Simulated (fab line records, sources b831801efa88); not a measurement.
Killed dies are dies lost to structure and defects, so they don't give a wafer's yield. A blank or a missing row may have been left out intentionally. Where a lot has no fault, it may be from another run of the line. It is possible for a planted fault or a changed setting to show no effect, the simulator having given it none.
Comparing a struck lot with a sound one ; flow sky130 ; 15 out of 708 route steps
Sound: wafers L251.4, L251.5, L251.6. The struck wafers were L272.1, L272.5, L272.6. The cause comes at the end.
For every step that has rows: the tool of each side, followed by ch and its chambers, followed by its first start. Under that, the readings that differ: sound wafers ; struck wafers ; difference of the means ; sigmas: that difference in standard deviations of wafers without a fault.
alike: readings with means less than 2 such deviations apart, plus words and numbers identical on both sides. not compared: withheld readings, readings lacking a value on some wafer, bounds such as >300 that could conceal the same value, and numbers that have no deviation in the record and whose values overlap.
Wherever a step has rows on one side only, a row that says differs or no value, or a row with sigmas, the two part there. Non-overlapping numbers with no deviation appear without sigmas and do not part them. A reading missing from all wafers of one side parts the sides only when that side holds two or more wafers.

first, 8 steps without rows for these wafers: SKY_LOCAL_INTERCONNECT_DEHYDRATE_03 (time 60 s); SKY_LOCAL_INTERCONNECT_HMDS_04 (prime time 60 s); SKY_LOCAL_INTERCONNECT_COAT_05 (resist thk 60 nm); SKY_LOCAL_INTERCONNECT_COAT_06 (resist thk 450 nm); SKY_LOCAL_INTERCONNECT_SOFTBAKE_07 (time 90 s); SKY_LOCAL_INTERCONNECT_EXPOSE_08 (exposes mask LI1M, target cd 170 nm); SKY_LOCAL_INTERCONNECT_PEB_09; SKY_LOCAL_INTERCONNECT_DEVELOP_10 (develop time 60 s).
SKY_LOCAL_INTERCONNECT_CD_MEAS_11: the cd target is 170 nm.
  sound on cd-sem-02, day 30 13:31; struck on cd-sem-02, day 37 16:00
  alike: cd-nm
SKY_LOCAL_INTERCONNECT_OVL_MEAS_12:
  sound on overlay-02, day 30 13:35; struck on overlay-01, day 37 16:07
  alike: LOCAL_INTERCONNECT_OVL
SKY_LOCAL_INTERCONNECT_ETCH_13: etches BARC in N2/H2, stops on SiO2, time 45.9 s, target depth 60 nm.
  sound on rie-metal-04 ch 0,1, day 30 13:38; struck on rie-metal-04 ch 0,1, day 37 16:10
  alike: drypump-motor-current-A, oes-product-au, throttle-valve-pct
  not compared: rf-hours-counter-h
SKY_LOCAL_INTERCONNECT_METAL_ETCH_14: etches TiN in Cl2/BCl3, stops on PSG, target depth 110 nm, time 31.4 s.
  sound on rie-metal-04 ch 0,1, day 30 13:41; struck on rie-metal-04 ch 0,1, day 37 16:13
  alike: drypump-motor-current-A, oes-product-au, throttle-valve-pct
  not compared: rf-hours-counter-h
SKY_LOCAL_INTERCONNECT_STRIP_15: strips in O2/N2.
  sound on plasma-asher-04 ch 0,1, day 30 13:45; struck on plasma-asher-03 ch 0,1, day 37 16:16
  no value came back on the struck wafers for chamber-pressure-mTorr (mTorr), drypump-motor-current-A (A), oes-product-au (a.u.), strip-time-to-endpoint-s (s); on the sound wafers chamber-pressure-mTorr (mTorr) reads 1500.2 1501.8 1499.0
reading;sound;struck;difference;sigmas
model.KrF-thick_of_LOCAL_INTERCONNECT_COAT_06.thk-nm (nm);0 0 0;347.2 347.9 346.7;+347.3;
  not compared: rf-hours-counter-h
then, 1 step without rows for these wafers: SKY_LOCAL_INTERCONNECT_STRIP_16 (strips in post etch residue remover, time 1200 s).
-- the record jumps here: 13 days lie between the struck wafers' starts before and after (it left off in module LOCAL_INTERCONNECT and takes up again in module PAD_OPEN, whose first step shown is number 708 of the route) --
SKY_PAD_OPEN_PROBE_99:
  rows exist in the record for the struck wafers here (prober-01, day 50 23:55), but not for the sound ones

WHERE THEY PART
Earliest at SKY_LOCAL_INTERCONNECT_STRIP_15; latest, in this record, at SKY_PAD_OPEN_PROBE_99.

WHY: what had been put in by the simulator
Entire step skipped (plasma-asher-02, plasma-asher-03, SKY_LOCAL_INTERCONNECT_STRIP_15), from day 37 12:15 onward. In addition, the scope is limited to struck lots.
